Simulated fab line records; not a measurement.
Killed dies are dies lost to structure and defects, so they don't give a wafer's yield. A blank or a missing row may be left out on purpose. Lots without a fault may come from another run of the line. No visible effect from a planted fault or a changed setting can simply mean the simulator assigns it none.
fab line records	flow sfq-line
record: lots: 15	wafers: 45	last-day: 80
route steps=325 shown M4@159 I4@170 JJ@192 I6@268 I7@298
lots untouched by any fault: they come from a run of this same line in which no faults occurred
start-h: hours from the record's opening day to when the first of the lot's shown wafers began	wait-h: hours elapsed since this lot's preceding step	" repeats the value in the row above	L1.1+2: a single row standing in for several wafers	- value missing, or start not given	* or withheld: withheld	< > ~ a bound
route shown NAME@n: names a module that has steps shown in the file, with the first one's number in the route	usual: mean/standard deviation taken from wafers without a fault	same: alike in all rows	chamber/n: place in a boat	sites: each site's reading	_std_site: standard deviation across them	_edge_site: mean of outer sites minus mean of inner sites	radius-mm: for every site, how far away it sits from the centre of the wafer	mask NAME#n: copy n	behind: tool/chamber where the wafer was last shaped	hold: cause of the lot's hold/its duration in hours/its outcome	device: the n, p or np transistor that did not switch	end of line: tests run on the same wafers once the route is complete	where a step has no rows: the recipe by itself	killed: not the wafer's yield, but the dies lost to structure and defects at the first sort	map: a wafer's dies, x killed, . not, _ none there
set.NAME: setting as actually run; set.NAME@STEP: the setting as run at that earlier step	model.NAME: the simulator's own value behind a step, which no gauge read
the route's steps for a sample of lots (tables are steps, rows are wafers)
services: the hour from which a tool's chamber was out of use, counted from the record's first day as start-h (under 0 if before that day), plus the number of hours and why
== steps ==
step: SFQ_TRILAYER_M4_BARC_OPEN_METAL_ETCH_123
recipe: mask-material: PR	chemistry: O2	target-depth-nm: 125	target: BARC	icp-w: 600	bias-w: 80	pressure-mtorr: 10	time-s: 41.7
usual: bias-w: 80.01/0.23	chamber-pressure-mTorr: 10.000/0.0088	drypump-motor-current-A: 5.5/0.37	oes-product-au: 0.685/0.0046
lot.wafer	tool	chamber	start-h	wait-h	bias-w	chamber-pressure-mTorr	drypump-motor-current-A	oes-product-au	rf-hours-counter-h
L914.1	rie-metal-03	1	814.19	0.0	79.80	10.002	5.4	0.691	52
L914.3	"	1	"	"	80.07	9.997	5.4	0.691	-
L914.4	"	0	"	"	80.13	9.990	5.3	0.687	-
L915.1	rie-metal-02	0	821.39	0.0	80.13	9.996	5.7	0.681	151
L915.5	"	0	"	"	80.01	10.002	5.7	0.686	-
L915.6	"	1	"	"	79.91	10.005	6.0	0.686	-
L916.2	rie-metal-03	1	831.77	0.0	80.17	9.999	5.4	0.683	55
L916.3	"	1	"	"	79.99	9.997	5.4	0.676	-
L916.4	"	0	"	"	79.36	9.991	5.3	0.678	-
L917.1	rie-metal-02	0	845.57	0.0	79.95	9.992	5.7	0.681	156
L917.2	"	1	"	"	79.97	10.009	5.9	0.684	123
L917.5	"	1	"	"	80.14	10.009	5.9	0.683	-
L918.4	rie-metal-03	1	856.69	0.0	80.37	10.012	5.4	0.684	-
L918.5	"	0	"	"	80.12	10.005	5.3	0.685	-
L918.6	"	1	"	"	80.01	9.994	5.4	0.679	-
L920.1	rie-metal-04	0	868.77	0.1	80.06	10.001	5.1	0.685	83
L920.2	"	1	"	"	79.86	9.991	4.9	0.674	106
L920.4	"	1	"	"	79.87	10.002	4.9	0.686	-
L923.4	rie-metal-02	1	889.13	0.1	79.77	10.011	5.9	0.686	-
L923.5	"	1	"	"	80.00	10.016	5.9	0.686	-
L923.6	"	1	"	"	79.94	10.001	5.9	0.693	-
L926.1	rie-metal-04	0	898.67	0.0	80.03	10.005	5.1	0.686	90
L926.3	"	1	"	"	79.96	10.012	4.8	0.680	-
L926.4	"	0	"	"	79.76	10.007	5.1	0.681	-
L927.1	rie-metal-03	1	903.47	0.0	80.05	10.004	5.4	0.694	65
L927.4	"	0	"	"	80.10	9.985	5.3	0.680	-
L927.5	"	1	"	"	80.47	9.985	5.4	0.684	-
L928.1	rie-metal-04	0	914.27	0.0	-	-	-	-	-
L928.3	"	0	"	"	-	-	-	-	-
L928.6	"	1	"	"	-	-	-	-	-
L929.2	rie-metal-03	1	917.87	0.0	-	-	-	-	-
L929.4	"	1	"	"	-	-	-	-	-
L929.6	"	0	"	"	-	-	-	-	-
L930.1	rie-metal-03	1	923.67	0.0	-	-	-	-	-
L930.2	"	0	"	"	-	-	-	-	-
L930.5	"	0	"	"	-	-	-	-	-
L931.3	rie-metal-03	0	929.69	0.0	80.11	10.007	5.3	0.682	-
L931.5	"	0	"	"	79.93	9.998	5.3	0.678	-
L931.6	"	1	"	"	79.99	10.003	5.4	0.678	-
L932.1	rie-metal-04	0	933.27	0.0	79.81	9.993	5.1	0.680	96
L932.4	"	1	"	"	79.96	10.005	4.9	0.688	-
L932.6	"	0	"	"	79.61	9.994	5.1	0.682	-
L935.1	rie-metal-02	1	954.97	0.0	79.80	9.989	5.9	0.691	150
L935.2	"	0	"	"	80.27	9.995	5.7	0.683	13
L935.6	"	1	"	"	79.97	9.987	6.0	0.688	-
step: SFQ_TRILAYER_M4_ETCH_METAL_ETCH_096
recipe: target: Nb	stop-on: SiO2	mask-material: PR	chemistry: Cl2/Ar	target-depth-nm: 240	icp-w: 600	bias-w: 80	pressure-mtorr: 10	time-s: 120
usual: bias-w: 80.00/0.23	chamber-pressure-mTorr: 9.999/0.0085	drypump-motor-current-A: 5.5/0.37	oes-product-au: 0.897/0.0084
lot.wafer	tool	chamber	start-h	wait-h	bias-w	chamber-pressure-mTorr	drypump-motor-current-A	oes-product-au	rf-hours-counter-h
L914.1	rie-metal-03	1	814.25	0.0	80.08	10.000	5.4	0.881	52
L914.3	"	1	"	"	79.99	10.010	5.4	0.899	-
L914.4	"	0	"	"	80.39	10.011	5.3	0.894	-
L915.1	rie-metal-02	0	821.45	0.0	79.68	9.996	5.7	0.883	151
L915.5	"	0	"	"	79.69	10.009	5.7	0.902	-
L915.6	"	1	"	"	80.17	9.993	6.0	0.886	-
L916.2	rie-metal-03	1	831.83	0.0	79.84	9.999	5.4	0.915	55
L916.3	"	1	"	"	79.83	10.023	5.4	0.890	-
L916.4	"	0	"	"	79.99	10.006	5.3	0.906	-
L917.1	rie-metal-02	0	845.63	0.0	79.91	9.993	5.7	0.905	156
L917.2	"	1	"	"	80.31	9.996	5.9	0.893	123
L917.5	"	1	"	"	79.90	9.996	5.9	0.887	-
L918.4	rie-metal-03	1	856.78	0.1	79.91	9.988	5.4	0.886	-
L918.5	"	0	"	"	79.81	9.995	5.3	0.881	-
L918.6	"	1	"	"	79.72	9.992	5.4	0.886	-
L920.1	rie-metal-04	0	868.83	0.0	79.94	9.988	5.1	0.896	84
L920.2	"	1	"	"	79.88	9.979	4.8	0.902	106
L920.4	"	1	"	"	79.68	9.998	4.8	0.894	-
L923.4	rie-metal-02	1	889.32	0.2	80.02	10.012	6.0	0.900	-
L923.5	"	1	"	"	79.67	10.002	5.9	0.895	-
L923.6	"	1	"	"	79.63	9.990	5.9	0.895	-
L926.1	rie-metal-04	0	898.73	0.0	80.11	10.006	5.1	0.912	90
L926.3	"	1	"	"	80.08	10.016	4.9	0.898	-
L926.4	"	0	"	"	79.95	10.001	5.1	0.894	-
L927.1	rie-metal-03	1	903.53	0.0	80.01	10.006	5.4	0.892	65
L927.4	"	0	"	"	79.68	10.015	5.3	0.886	-
L927.5	"	1	"	"	80.59	10.003	5.4	0.888	-
L928.1	rie-metal-04	0	914.33	0.0	79.97	10.008	5.1	0.373	93
L928.3	"	0	"	"	80.25	10.005	5.1	0.371	-
L928.6	"	1	"	"	80.21	9.994	4.9	0.375	-
L929.2	rie-metal-03	1	917.93	0.0	79.92	9.997	5.4	0.372	67
L929.4	"	1	"	"	79.93	9.999	5.4	0.376	-
L929.6	"	0	"	"	80.13	10.005	5.3	0.373	-
L930.1	rie-metal-03	1	923.73	0.0	80.18	10.000	5.4	0.378	69
L930.2	"	0	"	"	80.11	10.009	5.3	0.372	77
L930.5	"	0	"	"	79.86	9.985	5.3	0.375	-
L931.3	rie-metal-03	0	929.78	0.1	79.70	9.997	5.3	0.886	-
L931.5	"	0	"	"	79.53	10.005	5.3	0.884	-
L931.6	"	1	"	"	79.84	10.005	5.4	0.890	-
L932.1	rie-metal-04	0	933.33	0.0	80.04	10.001	5.1	0.913	96
L932.4	"	1	"	"	79.79	9.987	4.9	0.911	-
L932.6	"	0	"	"	80.15	10.000	5.1	0.898	-
L935.1	rie-metal-02	1	955.03	0.0	80.05	9.999	5.9	0.891	150
L935.2	"	0	"	"	80.13	10.016	5.8	0.897	13
L935.6	"	1	"	"	79.93	10.015	5.9	0.888	-
step: SFQ_TRILAYER_I4_VIA_LITHO_EXPOSE_104
recipe: mask-id: I4	na: 0.6	source-shape: conventional	sigma-outer: 0.65	target-cd-nm: 700	dose-mj: 21.3
usual: exposure-dose-mJ-cm2: 21.299/0.018	focus-offset-nm: 0.0/0.52
lot.wafer	tool	chamber	start-h	wait-h	mask	exposure-dose-mJ-cm2	focus-offset-nm
L914.1	krf-scanner-01	0	952.82	-	I4#0	21.317	-0.1
L914.3	"	0	"	"	I4#0	21.282	-0.5
L914.4	"	0	"	"	I4#0	21.320	-0.4
L915.1	krf-scanner-01	0	964.82	-	I4#0	21.305	0.0
L915.5	"	0	"	"	I4#0	21.261	-0.2
L915.6	"	0	"	"	I4#0	21.263	0.0
L916.2	krf-scanner-01	0	980.20	-	I4#0	21.289	-0.2
L916.3	"	0	"	"	I4#0	21.309	-0.1
L916.4	"	0	"	"	I4#0	21.299	0.5
L917.1	krf-scanner-01	0	996.80	-	I4#0	21.285	-1.3
L917.2	"	0	"	"	I4#0	21.288	-0.8
L917.5	"	0	"	"	I4#0	21.287	-1.4
L918.4	krf-scanner-02	0	1014.16	-	I4#0	21.287	0.3
L918.5	"	0	"	"	I4#0	21.282	-0.5
L918.6	"	0	"	"	I4#0	21.253	-0.5
L920.1	krf-scanner-02	0	1025.56	-	I4#0	21.281	0.5
L920.2	"	0	"	"	I4#0	21.269	0.9
L920.4	"	0	"	"	I4#0	21.301	0.8
L923.4	krf-scanner-02	0	1046.56	-	I4#0	21.312	0.5
L923.5	"	0	"	"	I4#0	21.323	0.9
L923.6	"	0	"	"	I4#0	21.314	0.3
L926.1	krf-scanner-02	0	1060.36	-	I4#0	21.282	-0.2
L926.3	"	0	"	"	I4#0	21.276	-0.3
L926.4	"	0	"	"	I4#0	21.292	-0.9
L927.1	krf-scanner-02	0	1062.76	-	I4#0	21.291	-0.9
L927.4	"	0	"	"	I4#0	21.281	-0.1
L927.5	"	0	"	"	I4#0	21.291	-0.3
L928.1	krf-scanner-02	-	1078.36	-	I4#0	-	-
L928.3	"	-	"	"	I4#0	-	-
L928.6	"	-	"	"	I4#0	-	-
L929.2	krf-scanner-02	-	1084.56	-	I4#0	-	-
L929.4	"	-	"	"	I4#0	-	-
L929.6	"	-	"	"	I4#0	-	-
L930.1	krf-scanner-01	-	1090.52	-	I4#0	-	-
L930.2	"	-	"	"	I4#0	-	-
L930.5	"	-	"	"	I4#0	-	-
L931.3	krf-scanner-01	0	1102.92	-	I4#0	21.306	0.4
L931.5	"	0	"	"	I4#0	21.294	0.2
L931.6	"	0	"	"	I4#0	21.306	-0.2
L932.1	krf-scanner-02	0	1112.25	-	I4#0	21.330	-0.5
L932.4	"	0	"	"	I4#0	21.311	0.9
L932.6	"	0	"	"	I4#0	21.316	0.2
L935.1	krf-scanner-01	0	1151.02	-	I4#0	21.330	-0.2
L935.2	"	0	"	"	I4#0	21.309	-0.3
L935.6	"	0	"	"	I4#0	21.315	-0.7
step: SFQ_TRILAYER_I4_VIA_ETCH_VIA_ETCH_106
recipe: target: SiO2	stop-on: Nb	mask-material: PR	taper-deg: 20	chemistry: CHF3	target-depth-nm: 260	source-w: 500	bias-w: 80	pressure-mtorr: 30	time-s: withheld
usual: bias-w: 79.97/0.21	chamber-pressure-mTorr: 30.003/0.026	drypump-motor-current-A: 5.6/0.38	oes-product-au: 0.854/0.0054
lot.wafer	tool	chamber	start-h	wait-h	bias-w	chamber-pressure-mTorr	drypump-motor-current-A	oes-product-au
L914.1	rie-diel-03	1	954.40	0.0	79.90	30.013	5.4	0.853
L914.3	"	2	"	"	80.21	30.009	5.7	0.850
L914.4	"	3	"	"	80.00	30.044	5.9	0.858
L915.1	rie-diel-03	3	966.40	0.0	80.05	29.968	5.9	0.853
L915.5	"	3	"	"	80.18	30.044	5.8	0.855
L915.6	"	0	"	"	80.03	29.994	4.8	0.855
L916.2	rie-diel-03	1	981.57	0.0	80.31	30.021	5.4	0.854
L916.3	"	0	"	"	80.00	30.002	4.8	0.859
L916.4	"	3	"	"	79.97	29.985	5.9	0.859
L917.1	rie-diel-02	0	998.37	0.0	79.86	30.027	6.0	0.853
L917.2	"	2	"	"	80.11	30.004	5.8	0.854
L917.5	"	0	"	"	79.85	30.008	6.0	0.866
L918.4	rie-diel-01	1	1015.20	0.1	79.71	30.003	5.8	0.858
L918.5	"	0	"	"	79.81	30.013	5.6	0.850
L918.6	"	3	"	"	79.95	29.987	6.2	0.859
L920.1	rie-diel-02	3	1027.14	0.0	80.03	30.007	5.8	0.851
L920.2	"	0	"	"	79.40	29.974	6.1	0.863
L920.4	"	2	"	"	79.87	30.024	5.8	0.857
L923.4	rie-diel-02	3	1047.54	0.0	79.98	29.977	5.8	0.854
L923.5	"	2	"	"	79.96	29.985	5.8	0.847
L923.6	"	3	"	"	80.10	29.999	5.8	0.857
L926.1	rie-diel-03	3	1061.94	0.0	79.87	30.042	5.8	0.851
L926.3	"	2	"	"	79.75	29.984	5.7	0.857
L926.4	"	1	"	"	80.05	29.991	5.4	0.853
L927.1	rie-diel-01	1	1064.34	0.0	80.48	30.048	5.8	0.860
L927.4	"	3	"	"	80.17	29.986	6.2	0.860
L927.5	"	3	"	"	80.02	30.005	6.2	0.851
L928.1	rie-diel-02	0	1079.94	0.0	79.65	29.970	6.1	0.375
L928.3	"	3	"	"	79.92	30.039	5.8	0.380
L928.6	"	1	"	"	79.87	30.015	5.4	0.386
L929.2	rie-diel-02	2	1085.94	0.0	80.03	30.046	5.8	0.378
L929.4	"	0	"	"	80.36	29.985	6.1	0.367
L929.6	"	0	"	"	79.80	30.019	6.1	0.380
L930.1	rie-diel-01	2	1092.10	0.0	79.61	30.014	5.8	0.371
L930.2	"	1	"	"	80.26	30.011	5.8	0.372
L930.5	"	2	"	"	79.66	30.047	5.8	0.388
L931.3	rie-diel-03	3	1104.10	0.0	79.58	30.015	5.8	0.861
L931.5	"	0	"	"	79.87	30.039	4.8	0.860
L931.6	"	3	"	"	79.85	30.043	5.8	0.851
L932.1	rie-diel-03	2	1113.82	0.0	80.07	29.951	5.7	0.854
L932.4	"	3	"	"	79.79	29.979	5.9	0.854
L932.6	"	1	"	"	80.01	30.010	5.4	0.859
L935.1	rie-diel-02	0	1152.60	0.0	80.00	30.005	6.1	0.859
L935.2	"	1	"	"	80.01	29.998	5.4	0.850
L935.6	"	0	"	"	80.10	29.975	6.1	0.850
step: SFQ_TRILAYER_JJ_CE_METRO_MEASURE_117
usual: cd-nm: 700.3/1.4
lot.wafer	tool	chamber	start-h	wait-h	cd-nm
L914.1	cd-sem-02	-	973.72	0.0	702.7
L914.3	"	-	"	"	702.2
L914.4	"	-	"	"	702.2
L915.1	cd-sem-01	-	979.72	0.0	700.1
L915.5	"	-	"	"	700.3
L915.6	"	-	"	"	701.0
L916.2	cd-sem-02	-	986.63	0.2	700.1
L916.3	"	-	"	"	700.1
L916.4	"	-	"	"	699.7
L917.1	cd-sem-02	-	1095.66	0.0	698.1
L917.2	"	-	"	"	699.8
L917.5	"	-	"	"	699.6
L918.4	cd-sem-01	-	1125.31	0.6	701.3
L918.5	"	-	"	"	701.1
L918.6	"	-	"	"	701.3
L920.1	cd-sem-01	-	1146.56	0.0	701.0
L920.2	"	-	"	"	701.3
L920.4	"	-	"	"	701.3
L923.4	cd-sem-02	-	1174.30	0.6	701.9
L923.5	"	-	"	"	700.4
L923.6	"	-	"	"	701.5
L926.1	cd-sem-01	-	1195.42	0.0	699.3
L926.3	"	-	"	"	699.4
L926.4	"	-	"	"	698.2
L927.1	cd-sem-02	-	1200.22	0.0	698.5
L927.4	"	-	"	"	698.6
L927.5	"	-	"	"	699.4
L928.1	cd-sem-01	-	1220.62	0.0	-
L928.3	"	-	"	"	-
L928.6	"	-	"	"	-
L929.2	cd-sem-02	-	1228.02	0.2	-
L929.4	"	-	"	"	-
L929.6	"	-	"	"	-
L930.1	cd-sem-01	-	1238.62	0.0	-
L930.2	"	-	"	"	-
L930.5	"	-	"	"	-
L931.3	cd-sem-02	-	1255.82	0.4	699.7
L931.5	"	-	"	"	700.1
L931.6	"	-	"	"	701.3
L932.1	cd-sem-01	-	1268.75	0.0	699.4
L932.4	"	-	"	"	700.4
L932.6	"	-	"	"	698.7
L935.1	cd-sem-02	-	1307.52	0.0	696.7
L935.2	"	-	"	"	696.7
L935.6	"	-	"	"	697.2
step: SFQ_I6_BOW_MEAS_941
recipe: mode: bow
usual: I6_BOW: 10/12
lot.wafer	tool	chamber	start-h	wait-h	I6_BOW[um]
L914.1	film-metro-01	-	1553.76	2.5	-4
L914.3	"	-	"	"	7
L914.4	"	-	"	"	2
L915.1	film-metro-01	-	1556.76	1.0	21
L915.5	"	-	"	"	21
L915.6	"	-	"	"	18
L916.2	film-metro-01	-	1559.78	2.0	17
L916.3	"	-	"	"	19
L916.4	"	-	"	"	27
L917.1	film-metro-02	-	1562.76	1.5	4
L917.2	"	-	"	"	4
L917.5	"	-	"	"	1
L918.4	film-metro-01	-	1571.82	1.1	10
L918.5	"	-	"	"	3
L918.6	"	-	"	"	4
L920.1	film-metro-01	-	1575.11	2.5	15
L920.2	"	-	"	"	10
L920.4	"	-	"	"	11
L923.4	film-metro-02	-	1618.50	2.1	3
L923.5	"	-	"	"	-1
L923.6	"	-	"	"	3
L926.1	film-metro-01	-	1634.85	1.5	0
L926.3	"	-	"	"	0
L926.4	"	-	"	"	0
L927.1	film-metro-01	-	1640.85	1.5	18
L927.4	"	-	"	"	7
L927.5	"	-	"	"	6
L928.1	film-metro-02	-	1642.80	2.0	0
L928.3	"	-	"	"	-6
L928.6	"	-	"	"	-13
L929.2	film-metro-01	-	1644.02	1.0	10
L929.4	"	-	"	"	-12
L929.6	"	-	"	"	10
L930.1	film-metro-01	-	1651.30	2.5	14
L930.2	"	-	"	"	21
L930.5	"	-	"	"	10
L931.3	film-metro-01	-	1653.74	2.5	28
L931.5	"	-	"	"	25
L931.6	"	-	"	"	23
L932.1	film-metro-02	-	1657.32	2.0	-6
L932.4	"	-	"	"	-2
L932.6	"	-	"	"	7
L935.1	film-metro-02	-	1677.10	1.5	14
L935.2	"	-	"	"	10
L935.6	"	-	"	"	4
step: SFQ_I7_BOW_MEAS_946
recipe: mode: bow
usual: I7_BOW: 11/12
lot.wafer	tool	chamber	start-h	wait-h	I7_BOW[um]
L914.1	film-metro-01	-	1593.11	1.0	-5
L914.3	"	-	"	"	6
L914.4	"	-	"	"	2
L915.1	film-metro-01	-	1600.44	1.0	20
L915.5	"	-	"	"	19
L915.6	"	-	"	"	16
L916.2	film-metro-01	-	1603.46	1.0	19
L916.3	"	-	"	"	22
L916.4	"	-	"	"	29
L917.1	film-metro-03	-	1606.44	1.0	8
L917.2	"	-	"	"	8
L917.5	"	-	"	"	3
L918.4	film-metro-01	-	1612.50	1.6	8
L918.5	"	-	"	"	0
L918.6	"	-	"	"	2
L920.1	film-metro-03	-	1618.11	1.0	17
L920.2	"	-	"	"	13
L920.4	"	-	"	"	13
L923.4	film-metro-03	-	1645.86	2.1	4
L923.5	"	-	"	"	-1
L923.6	"	-	"	"	4
L926.1	film-metro-01	-	1656.10	1.0	3
L926.3	"	-	"	"	4
L926.4	"	-	"	"	2
L927.1	film-metro-01	-	1660.30	1.5	24
L927.4	"	-	"	"	13
L927.5	"	-	"	"	12
L928.1	film-metro-03	-	1662.10	1.5	-5
L928.3	"	-	"	"	-10
L928.6	"	-	"	"	-17
L929.2	film-metro-03	-	1664.52	1.5	15
L929.4	"	-	"	"	-10
L929.6	"	-	"	"	14
L930.1	film-metro-03	-	1668.10	1.5	14
L930.2	"	-	"	"	20
L930.5	"	-	"	"	9
L931.3	film-metro-03	-	1673.66	1.5	29
L931.5	"	-	"	"	25
L931.6	"	-	"	"	25
L932.1	film-metro-01	-	1676.62	1.5	-9
L932.4	"	-	"	"	-4
L932.6	"	-	"	"	5
L935.1	film-metro-03	-	1693.58	1.5	17
L935.2	"	-	"	"	14
L935.6	"	-	"	"	6
== services ==
tool	chamber	start-h	hours	kind
krf-scanner-02	-	792.01	0.8	pm
krf-scanner-02	-	802.14	9.3	repair
cd-sem-02	-	813.90	1.7	pm
rie-metal-03	-	837.32	15.6	pm
krf-scanner-02	-	841.03	3.0	pm
cd-sem-02	-	843.86	3.5	pm
krf-scanner-02	-	851.17	0.4	repair
cd-sem-02	-	853.60	0.5	pm
rie-metal-03	-	866.77	14.6	pm
rie-metal-04	-	888.16	1.4	pm
cd-sem-02	-	897.99	0.7	pm
cd-sem-02	-	912.56	1.3	repair
cd-sem-02	-	918.01	1.2	pm
krf-scanner-02	-	918.74	1.0	pm
krf-scanner-02	-	941.34	1.3	pm
rie-metal-03	1	942.42	2.1	repair
krf-scanner-02	-	961.84	0.8	pm
rie-metal-03	-	962.67	28.1	pm
krf-scanner-02	-	986.48	3.6	pm
krf-scanner-02	-	992.04	2.5	repair
cd-sem-02	-	993.16	27.1	repair
rie-metal-03	1	1079.16	8.3	repair
rie-metal-03	-	1134.19	2.8	pm
rie-metal-03	-	1197.77	1.3	repair
== key ==
first-sign: step: SFQ_TRILAYER_M4_BARC_OPEN_METAL_ETCH_123	reading: tool-record	direction: missing
effect: step: SFQ_TRILAYER_M4_ETCH_METAL_ETCH_096	reading: oes-product-au	direction: down	sigmas: 62	usual: 0.897	struck: 0.374
effect: step: SFQ_TRILAYER_I4_VIA_LITHO_EXPOSE_104	reading: tool-record	direction: missing
effect: step: SFQ_TRILAYER_I4_VIA_ETCH_VIA_ETCH_106	reading: oes-product-au	direction: down	sigmas: 88	usual: 0.854	struck: 0.377
met-at SFQ_TRILAYER_M4_BARC_OPEN_METAL_ETCH_123
struck-lots L928,L929,L930
not-acting-at SFQ_TRILAYER_JJ_CE_METRO_MEASURE_117,SFQ_I6_BOW_MEAS_941,SFQ_I7_BOW_MEAS_946
onset-between 903.47 914.27
fault: kind: skipped-step-whole	tool: rie-metal-03,rie-metal-04	chamber: -	onset-h: 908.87	steps: SFQ_TRILAYER_M4_BARC_OPEN_METAL_ETCH_123	scope: struck-lots-only
